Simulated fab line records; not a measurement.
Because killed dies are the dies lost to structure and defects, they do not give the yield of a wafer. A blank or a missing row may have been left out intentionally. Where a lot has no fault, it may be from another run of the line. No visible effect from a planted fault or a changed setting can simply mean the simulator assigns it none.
Struck lot and sound lot, side by side    flow sky130    15 out of 708 route steps
Sound: these wafers, L394.1, L394.3, L394.6. Struck: wafers L405.4, L405.5 (left out: L405.1, a lot-mate that was not struck); the cause follows at the end.
Each step with rows lists, per side, the tool, then ch with its chambers, then its first start. Under that, the readings that differ: sound wafers    struck wafers    difference of the means    sigmas: that difference in standard deviations of wafers without a fault.
alike: same words and numbers on both sides, and readings whose means sit less than 2 such deviations apart. not compared: any withheld reading, any reading some wafer has no value for, any bound like >300 that may hide the same value, and any number with overlapping values for which the record gives no deviation.
The two part at a step that has a row with sigmas, a row that says differs or no value, or rows on one side only. Non-overlapping numbers with no deviation appear without sigmas and do not part them. Lack of a reading on every wafer of one side parts them only where that side has two or more wafers.

SKY_CAPM_SPUTTER_02: material TiN, target thk 200 nm, time 166.7 s.
  sound on pvd sputter-02 at day 37 18:20; struck on pvd sputter-03 at day 41 00:46
  alike: throttle valve pct
SKY_CAPM_RS_MEAS_03: measures by four-point-probe.
  sound on film metro-02 at day 37 18:27; struck on film metro-02 at day 41 00:52
  alike: CAPM_TIN_RS
SKY_CAPM_THK_MEAS_04: measures by xrf.
  sound on film metro-02 at day 37 18:34; struck on film metro-02 at day 41 00:59
  alike: CAPM_TIN_THK
then, 7 steps without rows for these wafers: SKY_CAPM_DEHYDRATE_05 (time 60 s); SKY_CAPM_HMDS_06 (prime time 60 s); SKY_CAPM_COAT_07 (resist thk 1140 nm); SKY_CAPM_SOFTBAKE_08 (time 60 s); SKY_CAPM_EXPOSE_09 (exposes mask CAPM, target cd 1000 nm); SKY_CAPM_PEB_10; SKY_CAPM_DEVELOP_11 (develop time 60 s).
SKY_CAPM_OVL_MEAS_12:
  sound on overlay-01 at day 38 20:12; struck on overlay-01 at day 42 00:37
  alike: CAPM_OVL
SKY_CAPM_METAL_ETCH_13: etches TiN in Cl2/BCl3, stops on SiO2, target depth 220 nm, time 62.9 s.
  sound on rie metal-01 ch 0,1, day 38 20:14; struck on rie metal-04 ch 0,1, day 42 00:40
  alike: drypump motor current A, he backside leak sccm, oes product au, rf fwd power W, throttle valve pct
  not compared: rf hours counter h
SKY_CAPM_STRIP_14: strips in O2/N2.
  sound on plasma asher-01 ch 0,1, day 38 20:19; struck on plasma asher-01 ch 0, day 42 00:44
reading              sound              struck       difference  sigmas
n2 flow sccm (sccm)  300.1 299.0 301.1  360.5 360.0  +60.2       +68
  alike: drypump motor current A, oes product au, strip time to endpoint s
  not compared: rf hours counter h
then, 1 step without rows for these wafers: SKY_CAPM_STRIP_15 (strips in post etch residue remover, time 1200 s).
-- the record jumps here: 7 days lie between the struck wafers' starts before and after (it left off in module CAPM and takes up again in module PAD_OPEN, whose first step shown is number 708 of the route) --
SKY_PAD_OPEN_PROBE_99:
  sound on prober-02 at day 46 19:58; struck on prober-01 at day 49 07:10
  alike: defect limited yield, killed_at_M0_to_M3, killed_at_M4_up, killed at contacts, killed at front end, killed at other, killed dies, killed open, killed short, sort_bin_3_pad_short, sort_bin_5_function, sort_bin_6_memory, sort n pass, sort yield pct

== WHERE THEY PART ==
Only at SKY_CAPM_STRIP_14, as far as this record shows. Later steps at which nothing parts them and some readings are alike: SKY_PAD_OPEN_PROBE_99.

WHY: what the simulator had put in
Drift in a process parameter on plasma asher-01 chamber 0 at SKY_CAPM_STRIP_14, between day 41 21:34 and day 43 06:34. Setting n2 flow sccm shifted by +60 from 300. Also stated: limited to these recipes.
